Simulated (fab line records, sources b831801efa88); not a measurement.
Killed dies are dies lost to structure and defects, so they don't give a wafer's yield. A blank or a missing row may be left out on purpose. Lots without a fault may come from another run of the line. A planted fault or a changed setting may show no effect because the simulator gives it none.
fab line records | flow sky130
record lots=7 wafers=20 last_day=49
route steps=708 shown VT_ADJUST_HVTP@87 VT_ADJUST_LVTN@97 PAD_OPEN@708
lots that met no fault: from a run of the same line without faults
start_h: hours from the record's first day to the start of the lot's first wafer shown | wait_h: hours since the lot's step before | " the same as in the row above | L1.1+2: a row that stands for several wafers | - no value, or no start given | * or withheld: withheld | < > ~ a bound
route shown NAME@n: a module of which the file shows steps, and the number in the route of the first | usual: mean/standard deviation of fault-free wafers | same: alike in all rows | chamber/n: place in a boat | sites: the reading at each site | _std_site: their standard deviation | _edge_site: outer sites' mean less inner sites' | radius_mm: how far each site lies from the wafer's centre | mask NAME#n: copy n | behind: the tool/chamber that last shaped the wafer | hold: why the lot was held/for how many hours/how that ended | device: the transistor (n, p or np) that didn't switch | end of line: the same wafers' tests at the end of the route | a step without rows: its recipe alone | killed: dies lost to structure and defects at the first sort, not the wafer's yield | map: a wafer's dies, x killed, . not, _ none there
set.NAME: the setting as run; set.NAME@STEP: as run at that earlier step | model.NAME: the simulator's own value behind a step, which no gauge read
lots at some steps of the route; a table a step, a row a wafer
services: from which hour (start_h, from the record's first day; less than 0 if before it) a tool's chamber was out of use, for how many hours, and why
## steps
# step SKY_VT_ADJUST_HVTP_COAT_02
# recipe resist=NOVOLAK spin_rpm=3000 resist_thk_nm=1140
# step SKY_VT_ADJUST_HVTP_SOFTBAKE_03
# recipe temp_c=90 time_s=60 resist=NOVOLAK
# step SKY_VT_ADJUST_HVTP_EXPOSE_04
# recipe mask_id=HVTPM na=0.6 source_shape=conventional sigma_outer=0.6 polarization=unpolarized target_cd_nm=380 dose_mj=140
# step SKY_VT_ADJUST_HVTP_PEB_05
# recipe temp_c=withheld time_s=* resist=NOVOLAK
# step SKY_VT_ADJUST_HVTP_DEVELOP_06
# recipe resist=NOVOLAK developer=TMAH develop_time_s=60 dev_temp_c=23
# step SKY_VT_ADJUST_HVTP_CD_MEAS_07
# recipe target_cd_nm=380
# usual cd_nm=379.8/2.9
# columns lot.wafer tool chamber start_h wait_h cd_nm
L411.3 cd_sem-01 - 138.79 0.1 381.0
L411.4 " - " " 380.3
L411.6 " - " " 379.0
L416.1 cd_sem-02 - 168.48 0.1 377.3
L416.4 " - " " 376.5
L416.6 " - " " 379.7
L417.1 cd_sem-01 - 175.85 0.1 384.1
L417.4 " - " " 381.8
L417.5 " - " " 382.0
L418.1 cd_sem-02 - 184.53 0.1 384.2
L418.4 " - " " 383.8
L418.6 " - " " 381.4
L419.1 cd_sem-01 - 190.45 0.1 385.8
L419.4 " - " " 385.2
L420.1 cd_sem-02 - 203.28 0.1 377.1
L420.5 " - " " 378.4
L420.6 " - " " 378.3
L428.1 cd_sem-01 - 254.85 0.1 380.8
L428.2 " - " " 380.7
L428.5 " - " " 378.9
# step SKY_VT_ADJUST_HVTP_OVL_MEAS_08
# usual VT_ADJUST_HVTP_OVL=0.0/1.6
# columns lot.wafer tool chamber start_h wait_h VT_ADJUST_HVTP_OVL[nm]
L411.3 overlay-01 - 138.88 0.1 -0.1
L411.4 " - " " 1.4
L411.6 " - " " -0.7
L416.1 overlay-02 - 168.60 0.1 -1.0
L416.4 " - " " 0.3
L416.6 " - " " -0.5
L417.1 overlay-02 - 175.97 0.1 -1.2
L417.4 " - " " 0.9
L417.5 " - " " -1.2
L418.1 overlay-02 - 184.65 0.1 1.4
L418.4 " - " " 0.0
L418.6 " - " " 0.0
L419.1 overlay-02 - 190.57 0.1 -1.1
L419.4 " - " " -0.8
L420.1 overlay-01 - 203.40 0.1 3.0
L420.5 " - " " 2.2
L420.6 " - " " 1.7
L428.1 overlay-01 - 254.97 0.1 2.0
L428.2 " - " " 2.0
L428.5 " - " " 0.2
# step SKY_VT_ADJUST_HVTP_IMPLANT_09
# recipe species=As energy_kev=150 dose_cm2=4.3e+12 tilt_deg=withheld
# step SKY_VT_ADJUST_HVTP_STRIP_10
# recipe chemistry=O2/N2 power_w=1400 pressure_mtorr=1500 platen_temp_c=withheld o2_flow_sccm=3000 n2_flow_sccm=300 overash_fraction=0.5
# usual chamber_pressure_mTorr=1500.1/1.3 drypump_motor_current_A=5.57/0.19 oes_product_au=0.714/0.0041 strip_time_to_endpoint_s=14.16/0.042
# columns lot.wafer tool chamber start_h wait_h chamber_pressure_mTorr drypump_motor_current_A oes_product_au rf_hours_counter_h strip_time_to_endpoint_s
L411.3 plasma_asher-02 1 139.09 0.1 1500.3 5.51 0.708 - 14.11
L411.4 " 0 " " 1499.5 5.47 0.716 - 14.16
L411.6 " 0 " " 1498.8 5.49 0.712 - 14.17
L416.1 plasma_asher-03 1 168.79 0.1 1502.2 5.97 0.722 39 14.21
L416.4 " 1 " " 1500.0 5.97 0.722 - 14.17
L416.6 " 1 " " 1499.5 5.95 0.708 - 14.20
L417.1 plasma_asher-03 0 176.16 0.1 1503.4 5.43 0.724 39 14.24
L417.4 " 0 " " 1499.1 5.44 0.718 - 14.29
L417.5 " 1 " " 1500.8 5.94 0.709 - 14.22
L418.1 plasma_asher-02 1 184.84 0.1 1498.2 5.51 0.712 6 14.21
L418.4 " 0 " " 1499.5 5.44 0.718 - 14.20
L418.6 " 1 " " 1500.3 5.50 0.716 - 14.20
L419.1 plasma_asher-03 1 190.75 0.1 1500.0 5.94 0.710 41 14.19
L419.4 " 1 " " 1501.4 5.94 0.708 - 14.15
L420.1 plasma_asher-04 0 203.59 0.1 1501.0 5.69 0.713 50 14.08
L420.5 " 1 " " 1502.3 5.35 0.705 - 14.08
L420.6 " 0 " " 1500.8 5.69 0.720 - 14.09
L428.1 plasma_asher-04 1 255.16 0.1 1500.2 5.38 0.717 55 14.25
L428.2 " 0 " " 1498.8 5.71 0.713 55 14.18
L428.5 " 1 " " 1499.9 5.41 0.720 - 14.26
# step SKY_VT_ADJUST_HVTP_TW_MEAS_11
# usual VT_ADJUST_HVTP_TW=1348/7.6
# columns lot.wafer tool chamber start_h wait_h VT_ADJUST_HVTP_TW
L411.3 film_metro-02 - 139.17 0.1 1347
L411.4 " - " " 1350
L411.6 " - " " 1355
L416.1 film_metro-02 - 168.89 0.1 1347
L416.4 " - " " 1345
L416.6 " - " " 1340
L417.1 film_metro-02 - 176.26 0.1 1344
L417.4 " - " " 1336
L417.5 " - " " 1344
L418.1 film_metro-03 - 184.94 0.1 1341
L418.4 " - " " 1351
L418.6 " - " " 1344
L419.1 film_metro-01 - 190.85 0.1 1355
L419.4 " - " " 1359
L420.1 film_metro-03 - 203.69 0.1 1351
L420.5 " - " " 1350
L420.6 " - " " 1351
L428.1 film_metro-01 - 255.26 0.1 1357
L428.2 " - " " 1360
L428.5 " - " " 1353
# step SKY_VT_ADJUST_LVTN_DEHYDRATE_00
# recipe temp_c=200 time_s=60
# step SKY_VT_ADJUST_LVTN_HMDS_01
# recipe prime_time_s=60 prime_temp_c=120
# step SKY_VT_ADJUST_LVTN_COAT_02
# recipe spin_rpm=2000 resist_thk_nm=3000
# usual exhaust_pa=45.0/0.89
# columns lot.wafer tool chamber start_h wait_h exhaust_pa model.coat_of_VT_ADJUST_LVTN_COAT_02.thk_nm
L411.3 litho_track-01 0 148.45 0.1 44.8 3003
L411.4 " 0 " " 45.0 3000
L411.6 " 0 " " 44.0 3006
L416.1 litho_track-02 0 178.86 0.1 45.5 3003
L416.4 " 0 " " 45.6 3006
L416.6 " 0 " " 46.9 3013
L417.1 litho_track-01 0 186.05 0.1 44.1 2991
L417.4 " 0 " " 43.8 2997
L417.5 " 0 " " 44.0 2990
L418.1 litho_track-02 0 194.96 0.1 44.7 3014
L418.4 " 0 " " 43.8 2604
L418.6 " 0 " " 45.1 2606
L419.1 litho_track-02 0 201.71 0.1 45.5 2998
L419.4 " 0 " " 45.4 2603
L420.1 litho_track-02 0 214.31 0.1 44.2 2986
L420.5 " 0 " " 45.2 2990
L420.6 " 0 " " 45.2 2599
L428.1 litho_track-01 0 266.05 0.1 44.0 3001
L428.2 " 0 " " 43.7 2993
L428.5 " 0 " " 44.1 3006
# step SKY_VT_ADJUST_LVTN_SOFTBAKE_03
# recipe temp_c=110 time_s=withheld
# step SKY_VT_ADJUST_LVTN_EXPOSE_04
# recipe mask_id=NWM_COMPLEMENT_LESS_NATIVE na=0.6 source_shape=conventional sigma_outer=0.6 polarization=unpolarized target_cd_nm=840 dose_mj=194
# step SKY_VT_ADJUST_LVTN_PEB_05
# recipe temp_c=115 time_s=withheld
# step SKY_VT_ADJUST_LVTN_DEVELOP_06
# recipe wall_angle_deg=90 developer=TMAH develop_time_s=60 dev_temp_c=23
# usual exhaust_pa=45.0/0.87
# columns lot.wafer tool chamber start_h wait_h exhaust_pa model.coat_of_VT_ADJUST_LVTN_COAT_02.thk_nm
L411.3 litho_track-01 0 - - 46.1 2999
L411.4 " 0 " " 45.2 2996
L411.6 " 0 " " 45.8 3002
L416.1 litho_track-03 0 - - 43.0 2999
L416.4 " 0 " " 45.5 3002
L416.6 " 0 " " 43.8 3009
L417.1 litho_track-01 0 - - 45.6 2986
L417.4 " 0 " " 43.9 2992
L417.5 " 0 " " 45.8 2986
L418.1 litho_track-03 0 - - 45.1 3010
L418.4 " 0 " " 44.5 2600
L418.6 " 0 " " 43.8 2602
L419.1 litho_track-01 0 - - 45.4 2994
L419.4 " 0 " " 44.5 2599
L420.1 litho_track-01 0 - - 44.9 2981
L420.5 " 0 " " 46.7 2986
L420.6 " 0 " " 44.9 2595
L428.1 litho_track-01 0 - - 44.1 2997
L428.2 " 0 " " 44.2 2989
L428.5 " 0 " " 45.1 3001
# step SKY_VT_ADJUST_LVTN_OVL_MEAS_07
# usual VT_ADJUST_LVTN_OVL=-0.1/1.1
# columns lot.wafer tool chamber start_h wait_h VT_ADJUST_LVTN_OVL[nm]
L411.3 overlay-01 - 158.31 - -0.1
L411.4 " - " " 0.7
L411.6 " - " " 1.6
L416.1 overlay-02 - 189.25 - 0.5
L416.4 " - " " 0.3
L416.6 " - " " 0.4
L417.1 overlay-02 - 196.65 - -0.2
L417.4 " - " " -2.6
L417.5 " - " " 0.5
L418.1 overlay-02 - 206.10 - -2.3
L418.4 " - " " -1.6
L418.6 " - " " -0.4
L419.1 overlay-02 - 212.80 - -1.3
L419.4 " - " " -1.8
L420.1 overlay-02 - 226.00 - 0.2
L420.5 " - " " -0.8
L420.6 " - " " -1.1
L428.1 overlay-02 - 278.45 - 0.4
L428.2 " - " " 0.5
L428.5 " - " " 2.3
# step SKY_VT_ADJUST_LVTN_IMPLANT_08
# recipe species=B energy_kev=30 dose_cm2=1.57e+12 tilt_deg=withheld
# step SKY_VT_ADJUST_LVTN_STRIP_09
# recipe chemistry=O2/N2 power_w=1400 pressure_mtorr=1500 platen_temp_c=withheld o2_flow_sccm=3000 n2_flow_sccm=300 overash_fraction=0.5
# usual chamber_pressure_mTorr=1499.9/1.5 drypump_motor_current_A=5.54/0.25 oes_product_au=0.722/0.0048 strip_time_to_endpoint_s=36.92/0.094
# columns lot.wafer tool chamber start_h wait_h chamber_pressure_mTorr drypump_motor_current_A oes_product_au rf_hours_counter_h strip_time_to_endpoint_s
L411.3 plasma_asher-01 1 158.52 0.1 1500.0 5.27 0.721 - 36.95
L411.4 " 0 " " 1500.6 5.48 0.730 - 36.91
L411.6 " 0 " " 1499.3 5.44 0.721 - 36.97
L416.1 plasma_asher-04 1 189.44 0.1 1498.9 5.39 0.722 49 36.92
L416.4 " 1 " " 1499.4 5.39 0.726 - 37.00
L416.6 " 1 " " 1498.4 5.38 0.720 - 37.07
L417.1 plasma_asher-04 1 196.83 0.1 1497.6 5.41 0.723 49 36.79
L417.4 " 1 " " 1500.5 5.40 0.720 - 36.87
L417.5 " 0 " " 1500.9 5.70 0.718 - 36.80
L418.1 plasma_asher-01 1 206.29 0.1 1501.0 5.23 0.726 51 37.08
L418.4 " 0 " " 1500.3 5.47 0.719 - 32.37
L418.6 " 0 " " 1500.0 5.46 0.714 - 32.41
L419.1 plasma_asher-04 0 212.98 0.1 1499.5 5.69 0.732 51 36.90
L419.4 " 1 " " 1502.4 5.40 0.720 - 32.35
L420.1 plasma_asher-03 0 226.18 0.1 1500.0 5.43 0.716 44 36.74
L420.5 " 0 " " 1499.4 5.42 0.713 - 36.79
L420.6 " 1 " " 1501.5 5.95 0.723 - 32.31
L428.1 plasma_asher-03 0 278.63 0.1 1497.6 5.43 0.733 49 36.93
L428.2 " 1 " " 1496.3 5.94 0.720 49 36.83
L428.5 " 1 " " 1501.1 5.94 0.725 - 36.98
# step SKY_VT_ADJUST_LVTN_TW_MEAS_10
# usual VT_ADJUST_LVTN_TW=240.1/1.2
# columns lot.wafer tool chamber start_h wait_h VT_ADJUST_LVTN_TW
L411.3 film_metro-04 - 158.60 0.1 241.1
L411.4 " - " " 242.6
L411.6 " - " " 242.9
L416.1 film_metro-02 - 189.54 0.1 239.0
L416.4 " - " " 238.9
L416.6 " - " " 238.5
L417.1 film_metro-04 - 196.93 0.1 241.1
L417.4 " - " " 240.9
L417.5 " - " " 240.9
L418.1 film_metro-04 - 206.39 0.1 240.2
L418.4 " - " " 241.7
L418.6 " - " " 241.5
L419.1 film_metro-03 - 213.08 0.1 239.9
L419.4 " - " " 239.8
L420.1 film_metro-02 - 226.28 0.1 241.9
L420.5 " - " " 239.1
L420.6 " - " " 239.7
L428.1 film_metro-02 - 278.73 0.1 238.8
L428.2 " - " " 239.0
L428.5 " - " " 239.7
# step SKY_PAD_OPEN_PROBE_99
# usual killed_at_M0_to_M3=44/6.9 killed_at_M4_up=3.2/1.8 killed_at_contacts=23/5.2 killed_at_front_end=15/4.5 killed_at_other=0.3/0.56 killed_dies=85/8.8 killed_open=47/6.7 killed_short=39/6.4
# same gross_dies=492 killed_at_back_side=0
# columns lot.wafer tool chamber start_h wait_h killed_at_M0_to_M3 killed_at_M4_up killed_at_contacts killed_at_front_end killed_at_other killed_dies killed_open killed_short
L416.1 prober-01 - 1117.30 0.1 40 5 16 20 1 82 42 40
L416.4 prober-01 - 1117.45 0.2 45 2 18 21 1 87 53 34
L416.6 prober-01 - 1117.55 0.2 34 4 16 19 0 73 36 37
# killed by level:class
L416.1 VIA1:geometric_particle:open=13 VIA3:geometric_particle:open=7 FIELD_ISO:geometric_particle:open=5 POLY_GATE:geometric_particle:short=5 METAL4:geometric_particle:short=5 FIELD_ISO:geometric_particle:short=4 POLY_GATE:geometric_particle:open=4 CONTACT:geometric_particle:short=4
L416.4 VIA1:geometric_particle:open=11 VIA3:geometric_particle:open=9 CONTACT:geometric_particle:open=7 POLY_GATE:geometric_particle:open=6 LI_CONTACT:geometric_particle:open=6 FIELD_ISO:geometric_particle:short=5 VIA1:geometric_particle:short=5 METAL2:geometric_particle:short=5
L416.6 VIA3:geometric_particle:open=6 VIA1:geometric_particle:open=5 FIELD_ISO:geometric_particle:short=4 POLY_GATE:geometric_particle:short=4 LI_CONTACT:geometric_particle:short=4 LI_CONTACT:geometric_particle:open=4 VIA2:geometric_particle:open=4 VIA3:geometric_particle:short=4
## services
# columns tool chamber start_h hours kind
plasma_asher-02 - 116.40 9.0 pm
plasma_asher-02 0 116.40 9.0 vent_cycle
plasma_asher-02 1 116.40 9.0 vent_cycle
plasma_asher-02 0 125.40 - clean
plasma_asher-02 1 125.40 - clean
plasma_asher-04 - 164.17 7.2 repair
plasma_asher-04 - 266.30 1.3 repair
## key
first_sign step=SKY_VT_ADJUST_LVTN_STRIP_09 reading=strip_time_to_endpoint_s direction=down sigmas=49 usual=* struck=*
effect none on later readings
model_effect step=SKY_VT_ADJUST_LVTN_COAT_02 value=coat_of_VT_ADJUST_LVTN_COAT_02.thk_nm without=3000 struck=2603
model_effect step=SKY_VT_ADJUST_LVTN_DEVELOP_06 value=coat_of_VT_ADJUST_LVTN_COAT_02.thk_nm without=2996 struck=2599
met_at SKY_VT_ADJUST_LVTN_COAT_02
struck_wafers L418.4,L418.6,L419.4,L420.6
tester_left_out L418,L419,L420
onset_between 178.86 194.96
fault kind=process_parameter_drift tool=litho_track-02 chamber=- onset_h=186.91 steps=SKY_VT_ADJUST_LVTN_COAT_02 channel=resist_thk_nm offset=-396.54 shape=step end_h=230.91 scope=struck_wafers_only acts_in=these_recipes_only stated=3000
# tester_left_out: of these lots the tester's yield and bins aren't shown, on N5 and GAA mostly nor the transistor test; their killed dies are dies lost to structure and defects alone, not to doping, threshold or leakage, so they don't give the yield
